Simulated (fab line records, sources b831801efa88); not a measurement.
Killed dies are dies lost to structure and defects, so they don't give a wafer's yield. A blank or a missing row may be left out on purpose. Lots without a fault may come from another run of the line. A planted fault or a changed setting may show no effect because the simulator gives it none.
Which tool did it? | flow gf180mcu | 13 lots, 38 wafers sampled, at 4 steps of a route of 602

WHAT THE GAUGES READ, wafer by wafer
GF_V1_CD_MEAS_14: target cd 260 nm.
lot  | measured     | on        | cd_nm (nm)
L560 | day 17 19:25 | cd_sem-02 | 258.6 259.1 259.3
L561 | day 18 11:42 | cd_sem-02 | 258.0 258.5 258.6
L563 | day 18 21:40 | cd_sem-02 | 259.4 258.5 258.5
L565 | day 19 20:10 | cd_sem-01 | 258.2 257.1 257.8
L566 | day 20 19:53 | cd_sem-02 | 279.5 260.6 259.3
L568 | day 21 03:52 | cd_sem-01 | 277.4 260.3
L576 | day 23 22:40 | cd_sem-02 | 258.0 257.4 257.9
L577 | day 24 07:25 | cd_sem-02 | 262.1 261.0 260.8
L578 | day 24 13:11 | cd_sem-02 | 259.3 259.6 259.7
L579 | day 24 18:44 | cd_sem-02 | 260.8 261.1 260.7
L580 | day 25 09:29 | cd_sem-01 | 258.6 257.7 259.0
L581 | day 25 16:25 | cd_sem-01 | 258.6 258.6 259.5
L582 | day 26 00:10 | cd_sem-01 | 261.4 260.0 261.1

WHICH TOOL RAN EACH LOT (tool, then ch and the chambers of the sampled wafers, then the start)
lot  | GF_V1_CVD_02                    | GF_V1_CMP_04                  | GF_V1_EXPOSE_11
L560 | pecvd-02 ch 0,1,2, day 16 20:02 | cmp-01 ch 0,1, day 16 20:13   | krf_scanner-01 ch 0, day 17 08:19
L561 | pecvd-03 ch 0,1,2, day 17 10:44 | cmp-02 ch 0,3, day 17 10:52   | krf_scanner-02 ch 0, day 17 23:10
L563 | pecvd-04 ch 0,1,2, day 17 20:43 | cmp-02 ch 0,2,3, day 17 20:56 | krf_scanner-02 ch 0, day 18 09:35
L565 | pecvd-02 ch 0,1, day 18 19:52   | cmp-01 ch 0,1,2, day 18 20:02 | krf_scanner-02 ch 0, day 19 08:46
L566 | pecvd-02 ch 0,2, day 19 19:15   | cmp-01 ch 0,3, day 19 19:23   | krf_scanner-02 ch 0, day 20 08:01
L568 | pecvd-02 ch 0,1, day 20 03:34   | cmp-02 ch 0,1, day 20 03:52   | krf_scanner-02 ch 0, day 20 16:19
L576 | pecvd-03 ch 1,2, day 22 23:33   | cmp-02 ch 0,2, day 22 23:41   | krf_scanner-02 ch 0, day 23 11:31
L577 | pecvd-03 ch 0,1,2, day 23 08:49 | cmp-02 ch 1,2,3, day 23 08:56 | krf_scanner-02 ch 0, day 23 20:31
L578 | pecvd-03 ch 0,1,2, day 23 14:10 | cmp-01 ch 0,2,3, day 23 14:23 | krf_scanner-02 ch 0, day 24 02:04
L579 | pecvd-02 ch 0,1,2, day 23 19:50 | cmp-02 ch 0,2,3, day 23 20:01 | krf_scanner-02 ch 0, day 24 07:38
L580 | pecvd-03 ch 0,2, day 24 11:41   | cmp-01 ch 2,3, day 24 11:52   | krf_scanner-02 ch 0, day 24 23:00
L581 | pecvd-03 ch 1,2, day 24 18:49   | cmp-01 ch 1,2,3, day 24 19:05 | krf_scanner-01 ch 0, day 25 06:01
L582 | pecvd-03 ch 0,1,2, day 25 02:23 | cmp-02 ch 0,2,3, day 25 02:31 | krf_scanner-02 ch 0, day 25 13:55
- GF_V1_CVD_02: deposits SiO2 from TEOS, target thk 850 nm, time 94.851 s.
- GF_V1_CMP_04: polishes SiO2.
- GF_V1_EXPOSE_11: exposes mask Via1, target cd 260 nm.

WHAT THE TOOLS THEMSELVES READ (means of the sampled wafers that have a number; where no wafer has one, the mark that the record gives instead)
GF_V1_CVD_02.
lot  | tool     | heater_power_w (W)
L560 | pecvd-02 | 671
L561 | pecvd-03 | 541
L563 | pecvd-04 | 644
L565 | pecvd-02 | 601
L566 | pecvd-02 | 722
L568 | pecvd-02 | 616
L576 | pecvd-03 | 650
L577 | pecvd-03 | 589
L578 | pecvd-03 | 607
L579 | pecvd-02 | 664
L580 | pecvd-03 | 585
L581 | pecvd-03 | 634
L582 | pecvd-03 | 596

GF_V1_CMP_04.
lot  | tool   | motor_current_A (A) | slurry_filter_dp_kPa (kPa) | time_to_endpoint_s (s)
L560 | cmp-01 | 10.8                | 13.47                      | 79
L561 | cmp-02 | 10.9                | 13.57                      | 78
L563 | cmp-02 | 11.7                | 13.37                      | 75
L565 | cmp-01 | 11.4                | 13.46                      | 75
L566 | cmp-01 | 13.3                | 13.55                      | 77
L568 | cmp-02 | 11.7                | 13.57                      | 77
L576 | cmp-02 | 12.4                | 13.49                      | 80
L577 | cmp-02 | 11.9                | 13.49                      | 79
L578 | cmp-01 | 12.9                | 13.59                      | 75
L579 | cmp-02 | 11.8                | 13.41                      | 77
L580 | cmp-01 | 12.9                | 13.41                      | 79
L581 | cmp-01 | 11.7                | 13.54                      | 82
L582 | cmp-02 | 11.7                | 13.41                      | 79

THE ANSWER, worked out from the rows above alone
Rule: what is usual is taken from the lots themselves. Put in order of their means at a reading, lots are off if they are a third of the lots or fewer, leave a main group of 4 or more, and stand apart from it by a gap of 3 or more times the standard deviation of the main group's means; of several such gaps the widest counts. A main group whose means are all the same, to the digits that the tables above print for the reading, isn't used. A lot without any number at a reading at which 4 lots or more have one is off too. The other lots that the step has rows for count as sound. The gauges are gone through in route order, then the tools' own readings, and for those a lot's mean is taken as printed above. The first step at which some lot is off is used, and at that step the reading that is off furthest; a lot without a number counts as furthest.
Off: L566, L568, at GF_V1_CD_MEAS_14 (cd_nm). The main group: mean 259.2 nm, standard deviation 1.2.
A tool fits if, at a process step before that reading, it ran every lot that is off, and no sound lot after the first of them. The gauges at GF_V1_CD_MEAS_14 are tried like those tools. None of those tried fits.

WHAT THE SIMULATOR HAD PUT IN
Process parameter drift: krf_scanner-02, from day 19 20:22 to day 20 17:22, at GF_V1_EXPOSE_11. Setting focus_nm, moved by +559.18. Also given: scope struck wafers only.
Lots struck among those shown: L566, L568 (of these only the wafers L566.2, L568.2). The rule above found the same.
